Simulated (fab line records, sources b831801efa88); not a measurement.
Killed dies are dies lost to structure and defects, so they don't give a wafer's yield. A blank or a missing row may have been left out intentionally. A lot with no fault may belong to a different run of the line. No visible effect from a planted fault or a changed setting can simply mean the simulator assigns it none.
Problem report in the 8D (eight disciplines) form, filled by code | flow gf180mcu | the parts of the form that need people (team, actions taken, sign-off) are left out

## 1. THE ISSUE
At GF_V4_DEVELOP_13, developer_temp_C averages 21.85 C over 6 wafers from 2 lots, while fault-free wafers read 20.99 C, standard deviation 0.11. That is +7.8 standard deviations from the usual mean.
The step: develop time 60 s.
First seen on wafer L889.1, day 28 02:16, on litho_track-03. The record holds 39 wafers of 13 lots with a number at this step. Rule for "out", or "out of limits": more than 4 standard deviations from the usual mean. The other wafers with a number count as sound.

## 2. WHAT IT IS AND WHAT IT IS NOT
question                    | is                     | is not
which readings at this step | developer_temp_C       | -
which lots                  | L889, L891             | L879, L880, L881, L882, L884, L885, L888, L894, L896, L899, L900
which wafers of those lots  | all that have a number | -
read on which tools         | litho_track-03         | litho_track-02, litho_track-04
when                        | from day 28 02:16      | up to then (21 sound wafers); but 12 sound wafers of L894, L896, L899, L900 came after

## 3. SUSPECTS, AND WHAT RULES EACH OUT
Counting: a tool at any process step up to the reading remains a suspect when it ran all the lots that are out and ran no sound lot after the first of those.
- litho_track-03 at GF_V4_DEVELOP_13 (develop time 60 s): kept. All lots that are out passed through it, beginning with L889 at day 28 02:16, and no sound lot followed; its final sound lot before that point was L888 at day 28 01:02. On those wafers its own readings are out: developer_temp_C.
After counting, what remains is litho_track-03 at GF_V4_DEVELOP_13.

## 4. THE CAUSE (what the simulator had put in)
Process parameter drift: litho_track-03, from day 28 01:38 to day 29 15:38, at GF_V4_DEVELOP_13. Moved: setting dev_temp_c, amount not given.
After counting, this tool was the only one left.

## 5. THE EFFECT CHAIN, in route order
Each row: a reading where the mean over the struck wafers with a number is more than 3 standard deviations away from the usual. Scope: only readings with a usual standard deviation given in the record; hours: median across lots of the time from each lot's start at the first step in this table that gives one to its start at this step; sigmas: change in usual standard deviations.
hours | step             | reading          | usual   | on struck wafers | change | sigmas
0     | GF_V4_DEVELOP_13 | developer_temp_C | 20.99 C | 21.85            | +0.86  | +7.8
Here are the process steps it includes:
- GF_V4_DEVELOP_13: develop time 60 s.
Later measuring or inspecting steps at which every struck wafer that the step has a row for has a number for every such reading, and none has moved that far: GF_V4_OVL_MEAS_15.

## 6. WHAT WOULD HAVE CAUGHT IT SOONER
In this record the first reading out of limits was taken at day 28 02:16, 1 hour after the fault began at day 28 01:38.
